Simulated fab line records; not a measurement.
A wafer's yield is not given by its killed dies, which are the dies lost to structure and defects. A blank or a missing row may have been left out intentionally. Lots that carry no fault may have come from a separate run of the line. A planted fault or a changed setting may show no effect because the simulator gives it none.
Which tool is to blame? -- flow gf180mcu -- 12 lots with 36 wafers sampled at 3 steps, on a route of 602 steps

## WHAT THE GAUGES READ, wafer by wafer
GF_V4_OVL_MEAS_15. Usual: for V4_OVL the level is -2 nm and the standard deviation is 5.
lot,measured,on,V4_OVL (nm),flag
L882,day 24 14:05,overlay-02,0 9 2,
L883,day 25 04:05,overlay-02,-2 1 -7,
L884,day 25 19:31,overlay-02,4 1 6,
L885,day 25 23:13,overlay-01,-5 -1 -3,
L888,day 27 11:08,overlay-01,-1 -9 -2,
L890,day 27 13:59,overlay-02,4 -5 8,
L892,day 28 00:58,overlay-01,0 -9 -1,
L899,day 30 01:19,overlay-02,3 2 2,
L898,day 30 03:23,overlay-02,-2 -9 1,
L900,day 30 10:26,overlay-02,-14 -12 -11,
L901,day 30 11:44,overlay-02,85 84 81,OFF
L904,day 31 13:26,overlay-01,80 91 86,OFF

## TOOL THAT RAN EACH LOT (tool first, then ch and the chambers of the sampled wafers, then the start)
lot,GF_M4_SPUTTER_01,GF_V4_EXPOSE_11
L882,"pvdSputter-01, day 22 11:22","krfScanner-01 ch 0, day 24 02:26"
L883,"pvdSputter-01, day 23 06:11","krfScanner-01 ch 0, day 24 17:32"
L884,"pvdSputter-02, day 23 22:47","krfScanner-02 ch 0, day 25 09:16"
L885,"pvdSputter-03, day 24 01:50","krfScanner-02 ch 0, day 25 12:53"
L888,"pvdSputter-01, day 25 16:20","krfScanner-01 ch 0, day 27 00:37"
L890,"pvdSputter-01, day 25 19:52","krfScanner-01 ch 0, day 27 03:46"
L892,"pvdSputter-02, day 26 08:10","krfScanner-01 ch 0, day 27 15:12"
L899,"pvdSputter-02, day 28 09:34","krfScanner-01 ch 0, day 29 15:32"
L898,"pvdSputter-02, day 28 10:53","krfScanner-02 ch 0, day 29 17:28"
L900,"pvdSputter-02, day 28 18:08","krfScanner-02 ch 0, day 30 01:14"
L901,"pvdSputter-02, day 28 20:38","krfScanner-01 ch 0, day 30 03:04"
L904,"pvdSputter-02, day 29 23:49","krfScanner-01 ch 0, day 31 04:38"
- GF_M4_SPUTTER_01: material TiN, target thk 30 nm, time 25 s.
- GF_V4_EXPOSE_11: exposes mask Via4, target cd 260 nm.

## AS READ BY THE TOOLS THEMSELVES (means over the sampled wafers that have a number; for cases with no such wafer, the mark the record gives instead)
GF_M4_SPUTTER_01. Usual: cathodeDcPowerW 6500.0 W, standard deviation 1.2; throttleValvePct 30.0 %, standard deviation 0.79.
lot,tool,cathodeDcPowerW (W),throttleValvePct (%),flag
L882,pvdSputter-01,6500.7,29.7,
L883,pvdSputter-01,6500.0,29.8,
L884,pvdSputter-02,6498.7,30.1,
L885,pvdSputter-03,6498.9,30.6,
L888,pvdSputter-01,6500.5,29.5,
L890,pvdSputter-01,6500.0,29.7,
L892,pvdSputter-02,6500.9,29.9,
L899,pvdSputter-02,6499.9,30.1,
L898,pvdSputter-02,6498.8,29.7,
L900,pvdSputter-02,6500.4,30.0,
L901,pvdSputter-02,6500.4,29.7,
L904,pvdSputter-02,6499.7,29.5,

## THE ANSWER, worked out from the rows above alone
Rule: a lot counts as off when the mean over its wafers that have a number is more than 3 standard deviations away from the usual mean. A lot without any number at a reading at which 4 lots or more have one is off too. The other lots that the step has rows for count as sound. The gauges are gone through in route order, then the tools' own readings, and for those a lot's mean is taken as printed above. At the first step where some lot is off, the reading lying furthest off is the one used; lots without a number count as furthest.
Off: L901, L904, seen at GF_V4_OVL_MEAS_15 (V4_OVL).
If a tool, at a process step before that reading, ran all the lots that are off and no sound lot after the first of them, it fits. The gauges at GF_V4_OVL_MEAS_15 are tried like those tools. This does not decide it: 2 tools fit, namely pvdSputter-02 at GF_M4_SPUTTER_01 and krfScanner-01 at GF_V4_EXPOSE_11.

## WHAT THE SIMULATOR PUT IN
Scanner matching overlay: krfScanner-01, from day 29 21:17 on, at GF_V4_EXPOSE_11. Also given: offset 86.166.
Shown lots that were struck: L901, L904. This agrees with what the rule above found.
